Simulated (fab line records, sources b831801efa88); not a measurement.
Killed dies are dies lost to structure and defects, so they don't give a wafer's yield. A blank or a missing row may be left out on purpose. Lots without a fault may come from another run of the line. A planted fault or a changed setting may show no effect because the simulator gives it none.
One fault seen from 2 desks | flow sky130 | each desk has only its own numbers; what lay behind them comes last

THE TOOL OWNER'S DESK: furnace-01
The tool's own readings at SKY_FIELD_ISO_OXIDATION_01 (stabilise 600 s, purge 300 s, target thk 12 nm): means of the sampled wafers that have a number, for each lot that ran on this tool. A lot is out of limits, marked OUT, if its mean lies more than 4 standard deviations from the usual mean; the brackets give that distance.
Columns: A = spike_tc_centre_C at SKY_FIELD_ISO_OXIDATION_01, usual 900.1 C; B = spike_tc_upper_C at SKY_FIELD_ISO_OXIDATION_01, usual 899.9 C
lot  | first seen here | A     | B
L703 | day 1 17:17     | 901.8 | 900.5
L704 | day 1 21:28     | 901.5 | 900.8
L710 | day 3 02:50     | 901.1 | 900.8
L712 | day 3 12:07     | 900.2 | 899.8
L714 | day 3 22:53     | 901.7 | 900.2
This desk's finding: nothing out of limits on any of the 5 lots.

THE METROLOGY DESK
What the gauges read, lot by lot, whatever tool the lot ran on: means of the sampled wafers that have a number. A lot is out of limits, marked OUT, if its mean lies more than 4 standard deviations from the usual mean; the brackets give that distance.
Columns: A = FIELD_ISO_OXIDATION_00_THK at SKY_FIELD_ISO_THK_MEAS_02, usual 12.2 nm; B = cd_nm at SKY_FIELD_ISO_CD_MEAS_13, usual 150.4 nm
lot  | first seen here | A               | B
L703 | day 1 18:49     | 11.9            | 151.3
L704 | day 1 22:59     | 11.9            | 149.9
L705 | day 2 03:22     | 11.9            | 149.2
L706 | day 2 09:32     | 12.1            | 149.7
L708 | day 2 17:38     | 12.2            | 151.9
L709 | day 2 23:35     | 12.2            | 149.6
L710 | day 3 04:20     | 11.9            | 149.3
L712 | day 3 13:38     | 10.4 (-5.9) OUT | 151.0
L714 | day 4 00:25     | 10.0 (-7.0) OUT | 149.9
L717 | day 4 14:38     | 12.3            | 152.6
L724 | day 6 03:34     | 12.3            | 150.6
L725 | day 6 07:52     | 12.5            | 153.4
This desk's finding: out of limits on L712, L714; first on L712, day 3 13:38 (FIELD_ISO_OXIDATION_00_THK at SKY_FIELD_ISO_THK_MEAS_02). In limits: L703, L704, L705, L706, L708, L709, L710, L717, L724, L725.

PUT TOGETHER
The metrology desk could have raised an alarm at day 3 13:38, on L712, L714.
The tool owner's desk saw nothing out of limits.
The tool owner's desk has L712, L714 on record, within its limits.
Of the lots named, all ran SKY_FIELD_ISO_OXIDATION_01 on furnace-01.

WHAT THE SIMULATOR HAD PUT IN
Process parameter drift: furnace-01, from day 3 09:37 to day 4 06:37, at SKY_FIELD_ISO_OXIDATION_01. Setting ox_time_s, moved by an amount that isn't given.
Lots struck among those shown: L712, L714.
Hours from the fault's start to each desk's first reading out of limits: the metrology desk, 4.
